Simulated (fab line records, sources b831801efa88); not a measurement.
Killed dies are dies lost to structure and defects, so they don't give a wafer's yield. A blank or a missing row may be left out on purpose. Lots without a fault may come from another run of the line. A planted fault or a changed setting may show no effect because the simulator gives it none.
Problem report in the 8D (eight disciplines) form, filled by code | flow gf180mcu | the parts of the form that need people (team, actions taken, sign-off) are left out

1. THE PROBLEM
NSD_RS at GF_PSD_RS_MEAS_14 reads a mean of 42.03 ohm/sq on 5 wafers of 3 lots; wafers without a fault read 46.12 ohm/sq with a standard deviation of 0.081. That is -51 standard deviations from the usual mean.
The step: measures by four-point-probe.
First seen on wafer L645.1, day 18 15:09, on film_metro-01. The record holds 36 wafers of 12 lots with a number at this step. Rule for "out", or "out of limits": more than 4 standard deviations from the usual mean. The other wafers with a number count as sound.

2. WHAT IT IS AND WHAT IT IS NOT
question                    | is                                     | is not
which readings at this step | NSD_RS                                 | -
which lots                  | L645, L646, L647                       | L633, L634, L635, L636, L640, L644, L651, L655, L656
which wafers of those lots  | L645.1, L645.4, L646.1, L646.4, L647.3 | L645.2, L646.5, L647.5, L647.6
read on which gauges        | film_metro-01, film_metro-02           | film_metro-04
when                        | from day 18 15:09                      | up to then (19 sound wafers); but 12 sound wafers of L646, L647, L651, L655, L656 came after

3. SUSPECTS, AND WHAT RULES EACH OUT
Counting: a tool at a process step up to the reading stays a suspect if it ran every lot that is out. Sound lots after the first of them don't rule it out here, since some wafers of a struck lot are sound.
- the gauge at GF_PSD_RS_MEAS_14: ruled out. The wafers that are out were read on 2 gauges (film_metro-01, film_metro-02).
- rtp_anneal-02 at GF_PSD_RTA_13 (time 20 s): kept. It ran every lot that is out, first L645 (day 18 15:04); its last sound lot up to then is L644 (day 18 10:01). Its own readings are out on those wafers: run_length_s.
Left after counting: rtp_anneal-02 at GF_PSD_RTA_13.

4. THE CAUSE (what the simulator had put in)
Process parameter drift: rtp_anneal-02, from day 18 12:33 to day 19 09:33, at GF_PSD_RTA_13. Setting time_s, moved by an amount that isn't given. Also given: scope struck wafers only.
Counting left only this tool.

5. THE CHAIN OF EFFECTS, in route order
Each row: a reading whose mean over the struck wafers that have a number lies more than 3 standard deviations from the usual. Only readings for which the record gives a usual standard deviation are gone through. hours: the time from each lot's start at the first step in this table that gives one to its start at this step, as a median over the lots. sigmas: the change in usual standard deviations.
hours | step              | reading      | usual        | on struck wafers | change | sigmas
0     | GF_PSD_RTA_13     | run_length_s | 48.58 s      | 71.03            | +22.45 | +77
0     | GF_PSD_RS_MEAS_14 | NSD_RS       | 46.12 ohm/sq | 42.03            | -4.09  | -51
0     | GF_PSD_RS_MEAS_15 | PSD_RS       | 108.5 ohm/sq | 101.1            | -7.4   | -25
The process steps in it:
- GF_PSD_RTA_13: time 20 s.

6. WHAT WOULD HAVE CAUGHT IT SOONER
In this record the first reading out of limits at a measuring or inspecting step was taken at day 18 15:09, 3 hours after the fault began at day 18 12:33.
The tool's own readings at GF_PSD_RTA_13 were out on every struck wafer that the step has a row for (run_length_s): an alarm limit on them would have fired on the first of those.
Of the lots that are out (3), L646, L647 began GF_PSD_RTA_13 on rtp_anneal-02 after day 18 15:09. A hold on the tool at that time would have spared those 2.
